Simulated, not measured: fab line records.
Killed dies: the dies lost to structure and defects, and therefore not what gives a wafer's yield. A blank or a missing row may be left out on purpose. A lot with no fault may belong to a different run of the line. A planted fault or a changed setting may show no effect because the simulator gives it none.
Which tool is to blame? -- flow sky130 -- route of 708 steps, sampled at 1 step: 10 lots, 30 wafers

== WHAT THE GAUGES SHOWED, per wafer ==
SKY_METAL2_OVL_MEAS_16.
lot,measured,on,METAL2_OVL (nm)
L705,day 35 19:46,overlay-02,-5 -2 2
L707,day 36 03:07,overlay-01,2 -9 3
L709,day 36 19:46,overlay-02,2 1 3
L711,day 37 16:31,overlay-01,4 -10 2
L716,day 39 02:09,overlay-02,-8 -8 -8
L718,day 39 10:31,overlay-02,1 2 8
L720,day 40 07:16,overlay-01,2 -1 7
L724,day 41 06:16,overlay-02,7 -1 7
L726,day 41 18:04,overlay-02,-5 -1 -2
L727,day 41 22:44,overlay-01,-1 6 8

== EACH LOT AND THE TOOL THAT RAN IT (in order: tool; ch and the chambers of the sampled wafers; start) ==
The record holds no process step before these readings.

== THE ANSWER, worked out from the rows above alone ==
Rule: usual is defined by the lots themselves. The widest of any qualifying gaps counts: lots, ordered by their means at a reading, are off when they make up no more than a third of the lots, leave a main group of 4 or more, and stand apart from it by 3 or more times the standard deviation of that group's means. Not used: any main group whose means are identical at the precision the tables above print for the reading. A lot without any number at a reading at which 4 lots or more have one is off too. All remaining lots with rows at the step are treated as sound.
Nothing can be told from this: no lot is off at any reading shown.

== WHAT THE SIMULATOR PUT IN ==
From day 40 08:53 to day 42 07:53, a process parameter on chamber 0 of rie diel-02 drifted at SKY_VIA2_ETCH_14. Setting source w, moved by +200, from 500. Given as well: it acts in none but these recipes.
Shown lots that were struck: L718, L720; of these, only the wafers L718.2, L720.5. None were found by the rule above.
